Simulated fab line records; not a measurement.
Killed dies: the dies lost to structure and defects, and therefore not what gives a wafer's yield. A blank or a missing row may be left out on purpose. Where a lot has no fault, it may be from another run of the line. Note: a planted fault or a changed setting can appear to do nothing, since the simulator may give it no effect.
What tool caused it? / flow gf180mcu / 33 wafers from 11 lots sampled at 3 of the route's 602 steps

== WHAT THE GAUGES SHOWED, per wafer ==
GF_M2_CD_MEAS_14 targets a cd of 280 nm.
lot=L295; measured=day 19 19:55; on=cd sem-02; cd nm (nm)=280.8 280.9 280.3
lot=L298; measured=day 20 16:05; on=cd sem-01; cd nm (nm)=279.5 279.5 279.0
lot=L299; measured=day 21 02:41; on=cd sem-01; cd nm (nm)=279.4 279.4 279.8
lot=L300; measured=day 21 15:07; on=cd sem-02; cd nm (nm)=277.0 275.1 276.4
lot=L303; measured=day 22 17:52; on=cd sem-02; cd nm (nm)=278.8 278.7 277.6
lot=L307; measured=day 24 01:00; on=cd sem-02; cd nm (nm)=277.7 277.8 278.6
lot=L309; measured=day 24 14:31; on=cd sem-01; cd nm (nm)=280.8 280.0 279.3
lot=L310; measured=day 25 00:54; on=cd sem-02; cd nm (nm)=280.2 283.2 280.8
lot=L313; measured=day 25 21:31; on=cd sem-01; cd nm (nm)=281.4 280.0 280.5
lot=L314; measured=day 26 07:13; on=cd sem-02; cd nm (nm)=278.5 278.3 278.7
lot=L317; measured=day 26 21:42; on=cd sem-01; cd nm (nm)=278.9 279.3 279.1

== WHICH TOOL RAN EACH LOT (tool, then ch and the chambers of the sampled wafers, then the start) ==
lot=L295; GF_V1_SPUTTER_21=pvd sputter-03, day 18 18:49; GF_V1_CVD_23=cvd w-01 ch 0,1, day 18 18:55
lot=L298; GF_V1_SPUTTER_21=pvd sputter-03, day 19 15:02; GF_V1_CVD_23=cvd w-01 ch 0,1, day 19 15:08
lot=L299; GF_V1_SPUTTER_21=pvd sputter-03, day 20 02:19; GF_V1_CVD_23=cvd w-02 ch 0,1, day 20 02:25
lot=L300; GF_V1_SPUTTER_21=pvd sputter-01, day 20 14:33; GF_V1_CVD_23=cvd w-01 ch 0,1, day 20 14:41
lot=L303; GF_V1_SPUTTER_21=pvd sputter-01, day 21 17:31; GF_V1_CVD_23=cvd w-01 ch 0,1, day 21 17:37
lot=L307; GF_V1_SPUTTER_21=pvd sputter-01, day 23 01:25; GF_V1_CVD_23=cvd w-02 ch 0,1, day 23 01:31
lot=L309; GF_V1_SPUTTER_21=pvd sputter-01, day 23 15:11; GF_V1_CVD_23=cvd w-02 ch 0,1, day 23 15:17
lot=L310; GF_V1_SPUTTER_21=pvd sputter-04, day 24 03:08; GF_V1_CVD_23=cvd w-01 ch 0,1, day 24 03:14
lot=L313; GF_V1_SPUTTER_21=pvd sputter-01, day 24 23:22; GF_V1_CVD_23=cvd w-02 ch 1, day 24 23:32
lot=L314; GF_V1_SPUTTER_21=pvd sputter-04, day 25 09:07; GF_V1_CVD_23=cvd w-01 ch 0,1, day 25 09:13
lot=L317; GF_V1_SPUTTER_21=pvd sputter-03, day 26 00:36; GF_V1_CVD_23=cvd w-01 ch 0,1, day 26 00:42
- GF_V1_SPUTTER_21: material Ti, target thk 15 nm, time 80.02 s.
- GF_V1_CVD_23: deposits W, target thk 350 nm, time 105.05 s.

== THE ANSWER, worked out from the rows above alone ==
Rule: what is usual is taken from the lots themselves. The widest of any qualifying gaps counts: lots, ordered by their means at a reading, are off when they make up no more than a third of the lots, leave a main group of 4 or more, and stand apart from it by 3 or more times the standard deviation of that group's means. A main group is skipped when, at the precision printed for the reading in the tables above, its means are all equal. A lot without any number at a reading at which 4 lots or more have one is off too. The other lots that the step has rows for count as sound.
No lot is off at any reading shown: from this, nothing can be told.

== WHAT HAD BEEN PUT IN BY THE SIMULATOR ==
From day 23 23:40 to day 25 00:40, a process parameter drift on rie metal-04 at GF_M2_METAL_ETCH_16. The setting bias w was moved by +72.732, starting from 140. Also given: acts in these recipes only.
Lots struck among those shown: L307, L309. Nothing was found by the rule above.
